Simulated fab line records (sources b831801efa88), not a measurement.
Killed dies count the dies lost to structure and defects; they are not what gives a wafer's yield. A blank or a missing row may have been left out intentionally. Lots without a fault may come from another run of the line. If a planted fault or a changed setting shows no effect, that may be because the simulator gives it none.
fab line records | flow sky130
record lots=7 | wafers=21 | last-day=51
route steps=708 shown SPACER@305 POLY_CUT@307 SD_P@320
lots that met no fault: taken from a fault-free run of the same line
start-h: hours from the record's opening day to when the first of the lot's shown wafers began | wait-h: hours since the lot's step before | " repeats the value in the row above | L1.1+2: a single row standing in for several wafers | - no value present, or no start provided | * or withheld: withheld | < > ~ a bound
route shown NAME@n: a module of which the file shows steps, and the number in the route of the first | usual: mean/standard deviation of fault-free wafers | same: alike in all rows | chamber/n: place in a boat | sites: each site's reading | _std_site: standard deviation across them | _edge_site: inner sites' mean taken away from outer sites' mean | radius-mm: for every site, how far away it sits from the centre of the wafer | mask NAME#n: copy n | behind: the last tool/chamber to shape the wafer | hold: why the lot went on hold/how many hours it stayed there/how the hold came to an end | device: the transistor (n, p or np) that didn't switch | end of line: the tests these same wafers got at the end of their route | for a step that has no rows: nothing shown but its recipe | killed: dies lost to structure and defects at the first sort, not the wafer's yield | map: shows each die of a wafer: x if killed, . if not, _ if none is there
set.NAME: setting as actually run; set.NAME@STEP: the setting as run at that earlier step | model.NAME: the simulator's own value behind a step, which no gauge read
lots at selected steps of the route; one table per step, one row per wafer
services: when a tool's chamber went out of use (start-h, in hours from the record's first day, below 0 if earlier), for how many hours, and the reason
## steps
# step SKY_SPACER_THK_MEAS_01
# recipe reads=Si3N4_of_SPACER_CVD_00
# usual SPACER_CVD_00_THK=42.7/0.39
lot.wafer | tool          | chamber | start-h | wait-h | SPACER_CVD_00_THK[nm]
L872.2    | film-metro-03 | -       | 514.05  | 0.0    | 43.2
L872.5    | "             | -       | "       | "      | 43.5
L872.6    | "             | -       | "       | "      | 43.1
L879.2    | film-metro-03 | -       | 585.78  | 0.0    | 42.6
L879.4    | "             | -       | "       | "      | 43.0
L879.6    | "             | -       | "       | "      | 42.8
L887.3    | film-metro-02 | -       | 653.90  | 0.0    | 43.4
L887.4    | "             | -       | "       | "      | 43.1
L887.5    | "             | -       | "       | "      | 43.3
L888.2    | film-metro-02 | -       | 680.13  | 0.0    | 42.5
L888.4    | "             | -       | "       | "      | 42.7
L888.6    | "             | -       | "       | "      | 42.9
L889.1    | film-metro-04 | -       | 681.67  | 0.0    | 43.1
L889.5    | "             | -       | "       | "      | 43.2
L889.6    | "             | -       | "       | "      | 42.9
L892.3    | film-metro-04 | -       | 713.11  | 0.0    | 42.7
L892.5    | "             | -       | "       | "      | 43.0
L892.6    | "             | -       | "       | "      | 42.9
L895.3    | film-metro-04 | -       | 757.66  | 0.0    | 42.9
L895.5    | "             | -       | "       | "      | 42.8
L895.6    | "             | -       | "       | "      | 43.1
# step SKY_SPACER_ETCHBACK_02
# recipe chemistry=CH3F/O2 | target=Si3N4 | stop-on=SiO2 | source-w=400 | bias-w=80 | pressure-mtorr=25 | ch3f-flow-sccm=40 | O2_flow_sccm=30 | time-s=46.7 | target-depth-a=450
# usual O2_flow_sccm=29.99/0.09 | drypump-motor-current-A=5.7/0.34 | oes-product-au=0.851/0.0064 | throttle-valve-pct=10.561/0.0093
# same time-s=46.7
lot.wafer | tool        | chamber | start-h | wait-h | O2_flow_sccm | drypump-motor-current-A | oes-product-au | rf-hours-counter-h | throttle-valve-pct
L872.2    | rie-diel-03 | 0       | 514.10  | 0.0    | 30.06        | 5.1                     | 0.866          | 70                 | 10.567
L872.5    | "           | 3       | "       | "      | 30.10        | 5.9                     | 0.862          | -                  | 10.572
L872.6    | "           | 2       | "       | "      | 30.09        | 6.0                     | 0.858          | -                  | 10.551
L879.2    | rie-diel-02 | 1       | 585.83  | 0.0    | 30.01        | 5.2                     | 0.843          | 49                 | 10.558
L879.4    | "           | 2       | "       | "      | 29.92        | 5.7                     | 0.856          | 14                 | 10.557
L879.6    | "           | 1       | "       | "      | 29.98        | 5.2                     | 0.854          | -                  | 10.556
L887.3    | rie-diel-04 | 2       | 653.94  | 0.0    | 30.08        | 5.5                     | 0.863          | 6                  | 10.568
L887.4    | "           | 3       | "       | "      | 30.00        | 6.1                     | 0.853          | 3                  | 10.560
L887.5    | "           | 3       | "       | "      | 30.03        | 6.1                     | 0.856          | -                  | 10.568
L888.2    | rie-diel-02 | 0       | 680.18  | 0.0    | 29.97        | 5.3                     | 0.851          | 4                  | 10.561
L888.4    | "           | 3       | "       | "      | 30.09        | 5.9                     | 0.855          | 3                  | 10.551
L888.6    | "           | 3       | "       | "      | 29.90        | 6.0                     | 0.855          | -                  | 10.581
L889.1    | rie-diel-04 | 3       | 681.73  | 0.1    | 30.04        | 6.1                     | 0.848          | 4                  | 10.556
L889.5    | "           | 1       | "       | "      | 29.97        | 6.1                     | 0.856          | -                  | 10.552
L889.6    | "           | 2       | "       | "      | 30.08        | 5.5                     | 0.849          | -                  | 10.578
L892.3    | rie-diel-03 | 2       | 713.15  | 0.0    | 29.92        | 6.0                     | 0.849          | 47                 | 10.557
L892.5    | "           | 2       | "       | "      | 29.92        | 6.0                     | 0.852          | -                  | 10.550
L892.6    | "           | 1       | "       | "      | 30.14        | 5.7                     | 0.855          | -                  | 10.559
L895.3    | rie-diel-04 | 2       | 757.70  | 0.0    | 30.03        | 5.5                     | 0.855          | 9                  | 10.566
L895.5    | "           | 2       | "       | "      | 29.93        | 5.5                     | 0.858          | -                  | 10.568
L895.6    | "           | 3       | "       | "      | 30.07        | 6.1                     | 0.853          | -                  | 10.558
# step SKY_POLY_CUT_DEHYDRATE_00
# recipe temp-c=200 | time-s=60
# step SKY_POLY_CUT_HMDS_01
# recipe prime-time-s=60 | prime-temp-c=120
# step SKY_POLY_CUT_COAT_02
# recipe resist=BARC | temp-c=withheld | time-s=withheld | spin-rpm=3000 | resist-thk-nm=60
# step SKY_POLY_CUT_COAT_03
# recipe resist=KrF-thick | spin-rpm=3000 | resist-thk-nm=450
# step SKY_POLY_CUT_SOFTBAKE_04
# recipe temp-c=100 | time-s=90 | resist=KrF-thick
# step SKY_POLY_CUT_EXPOSE_05
# recipe mask-id=NPCM | na=0.8 | source-shape=annular | sigma-inner=0.55 | sigma-outer=0.85 | target-cd-nm=270 | dose-mj=32
# step SKY_POLY_CUT_PEB_06
# recipe peb-temp-c=withheld | peb-time-s=withheld | resist=KrF-thick
# step SKY_POLY_CUT_DEVELOP_07
# recipe develop-time-s=60 | resist=KrF-thick | dev-temp-c=21
# step SKY_POLY_CUT_CD_MEAS_08
# recipe target-cd-nm=270
# usual cd-nm=269.8/1.5
lot.wafer | tool      | chamber | start-h | wait-h | cd-nm
L872.2    | cd-sem-02 | -       | 544.44  | -      | 268.6
L872.5    | "         | -       | "       | "      | 269.1
L872.6    | "         | -       | "       | "      | 268.9
L879.2    | cd-sem-01 | -       | 615.14  | -      | 272.5
L879.4    | "         | -       | "       | "      | 271.3
L879.6    | "         | -       | "       | "      | 271.2
L887.3    | cd-sem-02 | -       | 681.54  | -      | 271.6
L887.4    | "         | -       | "       | "      | 273.0
L887.5    | "         | -       | "       | "      | 272.0
L888.2    | cd-sem-02 | -       | 708.37  | -      | 269.9
L888.4    | "         | -       | "       | "      | 269.9
L888.6    | "         | -       | "       | "      | 268.1
L889.1    | cd-sem-02 | -       | 710.67  | -      | 268.2
L889.5    | "         | -       | "       | "      | 267.7
L889.6    | "         | -       | "       | "      | 268.9
L892.3    | cd-sem-02 | -       | 740.91  | -      | 270.9
L892.5    | "         | -       | "       | "      | 269.9
L892.6    | "         | -       | "       | "      | 269.8
L895.3    | cd-sem-01 | -       | 784.01  | -      | 269.7
L895.5    | "         | -       | "       | "      | 271.3
L895.6    | "         | -       | "       | "      | 270.9
# step SKY_POLY_CUT_OVL_MEAS_09
# usual POLY_CUT_OVL=-4/6
lot.wafer | tool       | chamber | start-h | wait-h | POLY_CUT_OVL[nm]
L872.2    | overlay-01 | -       | 544.54  | 0.1    | -10
L872.5    | "          | -       | "       | "      | -15
L872.6    | "          | -       | "       | "      | -12
L879.2    | overlay-02 | -       | 615.24  | 0.1    | 1
L879.4    | "          | -       | "       | "      | -7
L879.6    | "          | -       | "       | "      | -5
L887.3    | overlay-01 | -       | 681.63  | 0.1    | 3
L887.4    | "          | -       | "       | "      | -4
L887.5    | "          | -       | "       | "      | 2
L888.2    | overlay-01 | -       | 708.47  | 0.1    | -11
L888.4    | "          | -       | "       | "      | -16
L888.6    | "          | -       | "       | "      | -12
L889.1    | overlay-01 | -       | 710.79  | 0.1    | -2
L889.5    | "          | -       | "       | "      | -11
L889.6    | "          | -       | "       | "      | 0
L892.3    | overlay-01 | -       | 741.00  | 0.1    | -4
L892.5    | "          | -       | "       | "      | -4
L892.6    | "          | -       | "       | "      | 3
L895.3    | overlay-02 | -       | 784.10  | 0.1    | -3
L895.5    | "          | -       | "       | "      | 3
L895.6    | "          | -       | "       | "      | -7
# step SKY_POLY_CUT_ETCH_10
# recipe chemistry=N2/H2 | target=BARC | ion-energy-ev=200 | source-w=500 | bias-w=100 | pressure-mtorr=30 | n2-flow-sccm=100 | h2-flow-sccm=200 | stop-on=SiO2 | time-s=45.9 | target-depth-a=600
# usual bias-w=100.0/0.35 | chamber-pressure-mTorr=30.003/0.029 | drypump-motor-current-A=5.5/0.36 | h2-flow-sccm=200.0/0.63 | oes-product-au=0.856/0.0045 | throttle-valve-pct=13.225/0.0099 | time-s=45.9/0
lot.wafer | tool        | chamber | start-h | wait-h | bias-w | chamber-pressure-mTorr | drypump-motor-current-A | h2-flow-sccm | oes-product-au | rf-hours-counter-h | throttle-valve-pct | time-s | model.KrF-thick_of_POLY_CUT_COAT_03.thk-nm
L872.2    | rie-diel-02 | 2       | 544.57  | 0.0    | 99.4   | 29.997                 | 5.8                     | 200.3        | 0.860          | 14                 | 13.227             | 45.9   | 408.9
L872.5    | "           | 0       | "       | "      | 99.6   | 30.007                 | 5.3                     | 198.8        | 0.859          | -                  | 13.231             | 45.9   | 408.3
L872.6    | "           | 1       | "       | "      | 99.5   | 29.981                 | 5.2                     | 200.2        | 0.860          | -                  | 13.212             | 45.9   | 408.8
L879.2    | rie-diel-01 | 2       | 615.27  | 0.0    | 99.7   | 29.999                 | 5.1                     | 200.2        | 0.860          | 3                  | 13.223             | 45.9   | 411.1
L879.4    | "           | 3       | "       | "      | 100.0  | 29.975                 | 6.0                     | 199.3        | 0.858          | 10                 | 13.220             | 45.9   | 410.4
L879.6    | "           | 1       | "       | "      | 99.7   | 30.024                 | 5.3                     | 200.2        | 0.850          | -                  | 13.220             | 45.9   | 410.3
L887.3    | rie-diel-01 | 1       | 681.65  | 0.0    | -      | -                      | -                       | -            | -              | -                  | -                  | -      | 438.3
L887.4    | "           | 2       | "       | "      | -      | -                      | -                       | -            | -              | -                  | -                  | -      | 437.4
L887.5    | "           | 1       | "       | "      | -      | -                      | -                       | -            | -              | -                  | -                  | -      | 436.8
L888.2    | rie-diel-03 | 0       | 708.50  | 0.0    | -      | -                      | -                       | -            | -              | -                  | -                  | -      | 435.9
L888.4    | "           | 2       | "       | "      | -      | -                      | -                       | -            | -              | -                  | -                  | -      | 436.3
L888.6    | "           | 1       | "       | "      | -      | -                      | -                       | -            | -              | -                  | -                  | -      | 434.9
L889.1    | rie-diel-01 | 2       | 710.82  | 0.0    | -      | -                      | -                       | -            | -              | -                  | -                  | -      | 437.9
L889.5    | "           | 3       | "       | "      | -      | -                      | -                       | -            | -              | -                  | -                  | -      | 438.2
L889.6    | "           | 0       | "       | "      | -      | -                      | -                       | -            | -              | -                  | -                  | -      | 437.6
L892.3    | rie-diel-02 | 3       | 741.02  | 0.0    | 99.6   | 29.975                 | 5.9                     | 199.1        | 0.852          | 4                  | 13.226             | 45.9   | 409
L892.5    | "           | 1       | "       | "      | 100.4  | 30.004                 | 5.2                     | 198.8        | 0.853          | -                  | 13.225             | 45.9   | 409.9
L892.6    | "           | 2       | "       | "      | 100.4  | 30.028                 | 5.8                     | 201.0        | 0.860          | -                  | 13.209             | 45.9   | 411.2
L895.3    | rie-diel-03 | 0       | 784.12  | 0.0    | 99.7   | 30.011                 | 5.1                     | 199.3        | 0.853          | 4                  | 13.216             | 45.9   | 406.8
L895.5    | "           | 0       | "       | "      | 100.2  | 30.011                 | 5.1                     | 200.2        | 0.855          | -                  | 13.233             | 45.9   | 408
L895.6    | "           | 2       | "       | "      | 99.3   | 30.039                 | 6.0                     | 200.3        | 0.858          | -                  | 13.233             | 45.9   | 408.2
# step SKY_POLY_CUT_ETCH_11
# recipe target=Si3N4 | chemistry=CF4/CH2F2/Ar | stop-on=poly-Si | source-w=600 | bias-w=150 | pressure-mtorr=40 | cf4-flow-sccm=40 | ch2f2-flow-sccm=20 | Ar_flow_sccm=150 | time-s=42.5 | target-depth-a=600
# usual bias-w=150.0/0.46 | cf4-flow-sccm=39.99/0.11 | drypump-motor-current-A=5.5/0.36 | oes-product-au=0.826/0.0064 | throttle-valve-pct=14.994/0.0091
# same time-s=42.5
lot.wafer | tool        | chamber | start-h | wait-h | bias-w | cf4-flow-sccm | drypump-motor-current-A | oes-product-au | rf-hours-counter-h | throttle-valve-pct
L872.2    | rie-diel-02 | 2       | 544.61  | 0.0    | 149.9  | 40.09         | 5.8                     | 0.831          | 14                 | 14.993
L872.5    | "           | 0       | "       | "      | 149.7  | 40.08         | 5.3                     | 0.827          | -                  | 15.004
L872.6    | "           | 1       | "       | "      | 150.2  | 40.04         | 5.2                     | 0.829          | -                  | 14.999
L879.2    | rie-diel-01 | 2       | 615.31  | 0.0    | 150.2  | 40.00         | 5.1                     | 0.827          | 3                  | 15.007
L879.4    | "           | 3       | "       | "      | 150.4  | 39.89         | 6.0                     | 0.827          | 10                 | 14.986
L879.6    | "           | 1       | "       | "      | 150.1  | 40.12         | 5.3                     | 0.829          | -                  | 14.999
L887.3    | rie-diel-01 | 1       | 681.70  | 0.0    | 149.6  | 39.90         | 5.3                     | 0.371          | 10                 | 14.958
L887.4    | "           | 2       | "       | "      | 150.2  | 39.80         | 5.1                     | 0.376          | 4                  | 14.938
L887.5    | "           | 1       | "       | "      | 149.8  | 39.97         | 5.3                     | 0.379          | -                  | 14.957
L888.2    | rie-diel-03 | 0       | 708.55  | 0.0    | 150.2  | 39.93         | 5.1                     | 0.383          | 2                  | 14.948
L888.4    | "           | 2       | "       | "      | 149.8  | 39.88         | 6.0                     | 0.366          | 47                 | 14.941
L888.6    | "           | 1       | "       | "      | 150.3  | 39.89         | 5.7                     | 0.370          | -                  | 14.945
L889.1    | rie-diel-01 | 2       | 710.86  | 0.0    | 150.0  | 40.14         | 5.1                     | 0.374          | 5                  | 14.938
L889.5    | "           | 3       | "       | "      | 150.3  | 40.05         | 6.0                     | 0.377          | -                  | 14.950
L889.6    | "           | 0       | "       | "      | 149.5  | 39.74         | 5.2                     | 0.374          | -                  | 14.946
L892.3    | rie-diel-02 | 3       | 741.07  | 0.0    | 150.1  | 39.86         | 6.0                     | 0.830          | 4                  | 14.998
L892.5    | "           | 1       | "       | "      | 149.1  | 39.99         | 5.2                     | 0.821          | -                  | 14.987
L892.6    | "           | 2       | "       | "      | 150.4  | 40.28         | 5.8                     | 0.824          | -                  | 15.000
L895.3    | rie-diel-03 | 0       | 784.17  | 0.0    | 150.1  | 39.80         | 5.1                     | 0.829          | 4                  | 14.993
L895.5    | "           | 0       | "       | "      | 149.7  | 39.89         | 5.1                     | 0.823          | -                  | 14.984
L895.6    | "           | 2       | "       | "      | 150.1  | 39.92         | 6.0                     | 0.828          | -                  | 14.994
# step SKY_POLY_CUT_STRIP_12
# recipe chemistry=O2/N2 | power-w=1400 | pressure-mtorr=1500 | platen-temp-c=withheld | o2-flow-sccm=3000 | n2-flow-sccm=300 | overash-fraction=0.5
# usual drypump-motor-current-A=5.8/0.39 | oes-product-au=0.452/0.0049 | strip-time-to-endpoint-s=5.370/0.017
lot.wafer | tool            | chamber | start-h | wait-h | drypump-motor-current-A | oes-product-au | rf-hours-counter-h | strip-time-to-endpoint-s
L872.2    | plasma-asher-03 | 1       | 544.66  | 0.0    | 5.3                     | 0.452          | 11                 | 5.357
L872.5    | "               | 0       | "       | "      | 6.0                     | 0.450          | -                  | 5.370
L872.6    | "               | 1       | "       | "      | 5.3                     | 0.455          | -                  | 5.361
L879.2    | plasma-asher-01 | 1       | 615.36  | 0.0    | 5.6                     | 0.452          | 92                 | 5.376
L879.4    | "               | 0       | "       | "      | 6.7                     | 0.454          | -                  | 5.379
L879.6    | "               | 1       | "       | "      | 5.6                     | 0.448          | -                  | 5.367
L887.3    | plasma-asher-03 | 0       | 681.77  | 0.1    | 6.1                     | 0.468          | -                  | 5.656
L887.4    | "               | 1       | "       | "      | 5.3                     | 0.451          | -                  | 5.635
L887.5    | "               | 1       | "       | "      | 5.4                     | 0.460          | -                  | 5.639
L888.2    | plasma-asher-02 | 1       | 708.59  | 0.0    | 6.0                     | 0.460          | 59                 | 5.627
L888.4    | "               | 1       | "       | "      | 6.0                     | 0.467          | -                  | 5.636
L888.6    | "               | 1       | "       | "      | 5.9                     | 0.467          | -                  | 5.619
L889.1    | plasma-asher-03 | 0       | 710.90  | 0.0    | 6.1                     | 0.463          | 26                 | 5.648
L889.5    | "               | 1       | "       | "      | 5.3                     | 0.456          | -                  | 5.662
L889.6    | "               | 0       | "       | "      | 6.1                     | 0.460          | -                  | 5.651
L892.3    | plasma-asher-03 | 1       | 741.14  | 0.1    | 5.3                     | 0.454          | -                  | 5.367
L892.5    | "               | 1       | "       | "      | 5.3                     | 0.460          | -                  | 5.376
L892.6    | "               | 0       | "       | "      | 6.1                     | 0.456          | -                  | 5.401
L895.3    | plasma-asher-02 | 0       | 784.24  | 0.1    | 5.8                     | 0.445          | -                  | 5.335
L895.5    | "               | 1       | "       | "      | 5.9                     | 0.464          | -                  | 5.350
L895.6    | "               | 0       | "       | "      | 5.8                     | 0.453          | -                  | 5.355
# step SKY_SD_P_DEHYDRATE_00
# recipe temp-c=200 | time-s=60
## services
tool            | chamber | start-h | hours | kind
rie-diel-03     | 0       | 509.13  | 2.6   | repair
rie-diel-02     | -       | 520.40  | 0.5   | repair
rie-diel-03     | 1       | 520.50  | 5.3   | repair
rie-diel-02     | 1       | 527.49  | 3.1   | repair
rie-diel-02     | 3       | 536.54  | 5.0   | repair
rie-diel-01     | 3       | 544.56  | 11.5  | repair
rie-diel-03     | 2       | 555.30  | 7.2   | repair
plasma-asher-02 | -       | 563.80  | 0.5   | repair
rie-diel-02     | 2       | 613.21  | 47.4  | repair
rie-diel-04     | 0       | 622.05  | 2.9   | repair
rie-diel-02     | -       | 635.45  | 0.9   | repair
rie-diel-02     | 3       | 638.18  | 1.3   | repair
rie-diel-03     | 1       | 660.88  | 10.4  | repair
plasma-asher-03 | -       | 663.50  | 14.6  | pm
rie-diel-02     | 3       | 667.20  | 1.8   | repair
rie-diel-02     | -       | 667.82  | 0.4   | repair
rie-diel-04     | -       | 671.92  | 0.5   | repair
rie-diel-01     | 1       | 683.75  | 8.1   | repair
rie-diel-04     | -       | 687.23  | 0.8   | repair
rie-diel-02     | 3       | 696.50  | 7.9   | repair
rie-diel-03     | -       | 712.80  | 0.2   | repair
rie-diel-02     | -       | 730.78  | 0.5   | repair
rie-diel-02     | -       | 757.52  | 1.9   | repair
rie-diel-01     | 2       | 757.74  | 1.7   | repair
## key
first-sign step=SKY_POLY_CUT_ETCH_10 | reading=tool-record | direction=missing
effect step=SKY_POLY_CUT_ETCH_11 | reading=oes-product-au | direction=down | sigmas=71 | usual=0.826 | struck=0.374
effect step=SKY_POLY_CUT_STRIP_12 | reading=strip-time-to-endpoint-s | direction=up | sigmas=16 | usual=* | struck=*
model-effect step=SKY_POLY_CUT_ETCH_10 | value=KrF-thick_of_POLY_CUT_COAT_03.thk-nm | without=409.1 | struck=437
met-at SKY_POLY_CUT_ETCH_10
struck-wafers L887.3,L887.4,L887.5,L888.2,L888.4,L888.6,L889.1,L889.5,L889.6
later-rows-left-out L887.3,L887.4,L887.5,L888.2,L888.4,L888.6,L889.1,L889.5,L889.6
sort-left-out L887.3,L887.4,L887.5,L888.2,L888.4,L888.6,L889.1,L889.5,L889.6
tester-left-out L887,L888,L889
onset-between 615.27 681.65
fault kind=skipped-step-whole | tool=rie-diel-01,rie-diel-03 | chamber=- | onset-h=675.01 | steps=SKY_POLY_CUT_ETCH_10 | scope=struck-lots-only
# tester-left-out: of these lots the tester's yield and bins aren't shown, on N5 and GAA mostly nor the transistor test; their killed dies are dies lost to structure and defects alone, not to doping, threshold or leakage, so they don't give the yield
# sort-left-out: the simulated sort isn't trusted on such a fault, so these wafers' sort isn't shown, and their yield isn't known
# later-rows-left-out: the simulator's readings of these wafers behind a module that went badly wrong aren't trusted and aren't shown, but for the sort
